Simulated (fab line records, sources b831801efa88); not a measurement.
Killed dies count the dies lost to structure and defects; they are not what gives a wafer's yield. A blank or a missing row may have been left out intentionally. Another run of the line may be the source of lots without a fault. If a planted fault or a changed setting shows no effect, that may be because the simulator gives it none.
What tool caused it? | flow gf180mcu | 38 wafers from 13 lots sampled at 4 of the route's 602 steps

== WHAT THE GAUGES SHOWED, per wafer ==
Not one reading of a measure or inspect step in the record can be checked against a usual standard deviation.

== WHAT TOOL EACH LOT RAN ON (gives the tool, then ch and the chambers of the sampled wafers, and finally the start) ==
lot  | GF_VT_IMPLANT_STRIP_20               | GF_HV_LDD_ETCHBACK_58              | GF_SAB_ETCH_11                     | GF_SALICIDE_SPUTTER_02
L450 | plasma-asher-01 ch 0,1, day 6 05:01  | rie-diel-01 ch 0,2,3, day 12 14:05 | rie-diel-01 ch 0,3, day 15 05:04   | pvd-sputter-04, day 15 05:25
L451 | plasma-asher-02 ch 0,1, day 6 13:01  | rie-diel-02 ch 0,1,3, day 12 19:35 | rie-diel-01 ch 0,1,2, day 15 10:22 | pvd-sputter-04, day 15 10:44
L452 | plasma-asher-02 ch 0,1, day 6 16:59  | rie-diel-02 ch 0,2,3, day 12 22:32 | rie-diel-03 ch 0,1,2, day 15 13:19 | pvd-sputter-04, day 15 13:40
L453 | plasma-asher-04 ch 0,1, day 7 01:47  | rie-diel-02 ch 2,3, day 13 11:06   | rie-diel-04 ch 1,2,3, day 16 03:49 | pvd-sputter-02, day 16 04:09
L455 | plasma-asher-02 ch 0,1, day 7 13:59  | rie-diel-03 ch 0,2,3, day 14 03:35 | rie-diel-01 ch 0,1,3, day 16 22:31 | pvd-sputter-01, day 16 22:53
L456 | plasma-asher-01 ch 0,1, day 7 18:58  | rie-diel-03 ch 0,2,3, day 14 12:17 | rie-diel-01 ch 0,1,2, day 17 08:13 | pvd-sputter-01, day 17 08:33
L457 | plasma-asher-01 ch 0,1, day 8 01:08  | rie-diel-02 ch 0,3, day 14 20:47   | rie-diel-01 ch 0,2, day 17 16:37   | pvd-sputter-04, day 17 16:58
L459 | plasma-asher-02 ch 0,1, day 8 14:38  | rie-diel-02 ch 1,2, day 15 14:17   | rie-diel-01 ch 0,1, day 18 12:05   | pvd-sputter-02, day 18 12:26
L460 | plasma-asher-04 ch 0,1, day 8 20:17  | rie-diel-01 ch 2,3, day 15 21:08   | rie-diel-01 ch 0,1,3, day 18 18:40 | pvd-sputter-04, day 18 19:00
L462 | plasma-asher-02 ch 0,1, day 9 08:42  | rie-diel-03 ch 0,1,3, day 16 16:50 | rie-diel-04 ch 1,2,3, day 19 16:26 | pvd-sputter-01, day 19 16:47
L463 | plasma-asher-01 ch 0,1, day 9 15:42  | rie-diel-02 ch 1,2, day 16 21:14   | rie-diel-03 ch 0,2,3, day 19 20:50 | pvd-sputter-02, day 19 21:11
L466 | plasma-asher-04 ch 0,1, day 10 12:29 | rie-diel-03 ch 1,2,3, day 17 22:02 | rie-diel-04 ch 0,1,3, day 20 22:07 | pvd-sputter-04, day 20 22:29
L473 | plasma-asher-04 ch 0,1, day 12 13:26 | rie-diel-01 ch 0,1,3, day 20 13:45 | rie-diel-04 ch 0,3, day 23 12:43   | pvd-sputter-01, day 23 13:02
- GF_VT_IMPLANT_STRIP_20: strips in O2/N2.
- GF_HV_LDD_ETCHBACK_58: etches Si3N4 in CH3F/O2, stops on SiO2, time 100 s, target depth 90 nm.
- GF_SAB_ETCH_11: etches SiO2 in C4F8/O2/Ar, target depth 55 nm, time 8.5 s.
- GF_SALICIDE_SPUTTER_02: material Co, target thk 10 nm, time 20 s.

== WHAT THE TOOLS THEMSELVES READ (means of the sampled wafers that have a number; where no wafer has one, the mark that the record gives instead) ==
GF_VT_IMPLANT_STRIP_20. Usual: drypump-motor-current-A 5.8 A, standard deviation 0.38; heater-power-w 349 W, standard deviation 47; o2-flow-sccm 3001 sccm, standard deviation 9.3; oes-product-au 0.716 a.u., standard deviation 0.0044; platen-temp-c 249.97 C, standard deviation 0.19; strip-time-to-endpoint-s 12.65 s, standard deviation 0.031.
lot  | tool            | drypump-motor-current-A (A) | heater-power-w (W) | o2-flow-sccm (sccm) | oes-product-au (a.u.) | platen-temp-c (C) | strip-time-to-endpoint-s (s) | flag
L450 | plasma-asher-01 | 5.7                         | 369                | 2995                | 0.718                 | 250.06            | 12.64                        |
L451 | plasma-asher-02 | 5.6                         | 365                | 3016                | 0.715                 | 249.94            | 12.65                        |
L452 | plasma-asher-02 | 5.7                         | 389                | 2997                | 0.714                 | 249.93            | 12.66                        |
L453 | plasma-asher-04 | 5.9                         | 330                | 2995                | 0.719                 | 250.11            | 12.66                        |
L455 | plasma-asher-02 | 5.6                         | 388                | 3007                | 0.711                 | 249.94            | 12.70                        |
L456 | plasma-asher-01 | 5.6                         | 338                | 2998                | 0.717                 | 250.06            | 12.62                        |
L457 | plasma-asher-01 | 5.7                         | 354                | 2994                | 0.716                 | 250.05            | 12.70                        |
L459 | plasma-asher-02 | 5.6                         | 360                | 2997                | 0.715                 | 250.05            | 12.67                        |
L460 | plasma-asher-04 | 5.9                         | 329                | 2998                | 0.718                 | 249.89            | 12.65                        |
L462 | plasma-asher-02 | 5.7                         | 395                | 2998                | 0.713                 | 249.94            | 12.65                        |
L463 | plasma-asher-01 | 5.6                         | 337                | 3007                | 0.719                 | 249.97            | 12.63                        |
L466 | plasma-asher-04 | 5.9                         | 337                | 2991                | 0.712                 | 250.03            | 12.63                        |
L473 | plasma-asher-04 | 6.2                         | 307                | 3009                | 0.717                 | 250.20            | 12.66                        |

GF_HV_LDD_ETCHBACK_58. Usual: bias-w 80.02 W, standard deviation 0.21; ch3f-flow-sccm 39.99 sccm, standard deviation 0.12; drypump-motor-current-A 5.6 A, standard deviation 0.36; oes-product-au 0.841 a.u., standard deviation 0.0071; throttle-valve-pct 10.561 %, standard deviation 0.0097.
lot  | tool        | bias-w (W) | ch3f-flow-sccm (sccm) | drypump-motor-current-A (A) | oes-product-au (a.u.) | throttle-valve-pct (%) | flag
L450 | rie-diel-01 | 79.93      | 39.99                 | 5.7                         | 0.834                 | 10.547                 |
L451 | rie-diel-02 | 80.13      | 40.04                 | 5.6                         | 0.844                 | 10.559                 |
L452 | rie-diel-02 | 79.85      | 39.89                 | 5.9                         | 0.849                 | 10.572                 |
L453 | rie-diel-02 | 79.94      | 39.91                 | 6.0                         | 0.838                 | 10.568                 |
L455 | rie-diel-03 | 80.29      | 39.96                 | 5.6                         | 0.831                 | 10.556                 |
L456 | rie-diel-03 | 80.04      | 40.08                 | 5.6                         | 0.846                 | 10.561                 |
L457 | rie-diel-02 | 79.97      | 40.08                 | 5.9                         | 0.847                 | 10.565                 |
L459 | rie-diel-02 | 79.72      | 40.01                 | 5.3                         | 0.837                 | 10.566                 |
L460 | rie-diel-01 | 80.13      | 39.94                 | 5.4                         | 0.844                 | 10.559                 |
L462 | rie-diel-03 | 79.91      | 40.01                 | 5.8                         | 0.832                 | 10.561                 |
L463 | rie-diel-02 | 80.10      | 40.00                 | 5.3                         | 0.840                 | 10.558                 |
L466 | rie-diel-03 | 78.07      | 39.90                 | 5.8                         | 0.840                 | 10.564                 | OFF
L473 | rie-diel-01 | 80.21      | 39.95                 | 5.6                         | 0.847                 | 10.556                 |

GF_SAB_ETCH_11. Usual: oes-product-au reads 0.994 a.u. (standard deviation 0.01).
lot  | tool        | oes-product-au (a.u.) | flag
L450 | rie-diel-01 | 0.981                 |
L451 | rie-diel-01 | 0.995                 |
L452 | rie-diel-03 | 0.999                 |
L453 | rie-diel-04 | 1.009                 |
L455 | rie-diel-01 | 0.986                 |
L456 | rie-diel-01 | 1.002                 |
L457 | rie-diel-01 | 0.992                 |
L459 | rie-diel-01 | 0.998                 |
L460 | rie-diel-01 | 0.992                 |
L462 | rie-diel-04 | 0.995                 |
L463 | rie-diel-03 | 0.999                 |
L466 | rie-diel-04 | 0.993                 |
L473 | rie-diel-04 | 0.987                 |

GF_SALICIDE_SPUTTER_02. Usual: throttle-valve-pct reads 29.7 % (standard deviation 1).
lot  | tool           | throttle-valve-pct (%) | flag
L450 | pvd-sputter-04 | 29.9                   |
L451 | pvd-sputter-04 | 30.4                   |
L452 | pvd-sputter-04 | 29.9                   |
L453 | pvd-sputter-02 | 30.0                   |
L455 | pvd-sputter-01 | 29.5                   |
L456 | pvd-sputter-01 | 30.2                   |
L457 | pvd-sputter-04 | 30.4                   |
L459 | pvd-sputter-02 | 30.5                   |
L460 | pvd-sputter-04 | 29.9                   |
L462 | pvd-sputter-01 | 29.2                   |
L463 | pvd-sputter-02 | 29.6                   |
L466 | pvd-sputter-04 | 30.1                   |
L473 | pvd-sputter-01 | 30.2                   |

== THE ANSWER, worked out from the rows above alone ==
Rule: a lot counts as off when the mean over its wafers that have a number is more than 3 standard deviations away from the usual mean. Also off: a lot with no number at a reading for which 4 or more lots have one. All remaining lots with rows at the step are treated as sound. First the gauges in route order, then the tools' own readings, where a lot's mean is used as printed above. The first step at which some lot is off is used, and at that step the reading that is off furthest; a lot without a number counts as furthest.
Off: L466, at GF_HV_LDD_ETCHBACK_58 (bias-w).
A tool fits if, at that step or a process step before it, it ran every lot that is off, and no sound lot after the first of them. One fits: rie-diel-03 at GF_HV_LDD_ETCHBACK_58. A fault onset in the window from L462 (day 16 16:50, its last sound lot) to L466 (day 17 22:02, its first lot off) fits.
On the lots that are off, the tool's own readings at GF_HV_LDD_ETCHBACK_58 differ by more than 5 times the standard deviation of the sound lots' means, which bears it out; bias-w reads 78.07 W there versus 80.02 W on the sound lots.

== WHAT HAD BEEN PUT IN BY THE SIMULATOR ==
rie-diel-03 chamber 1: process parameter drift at GF_HV_LDD_ETCHBACK_58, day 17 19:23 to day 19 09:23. From 80, the setting bias-w moved by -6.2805. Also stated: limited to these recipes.
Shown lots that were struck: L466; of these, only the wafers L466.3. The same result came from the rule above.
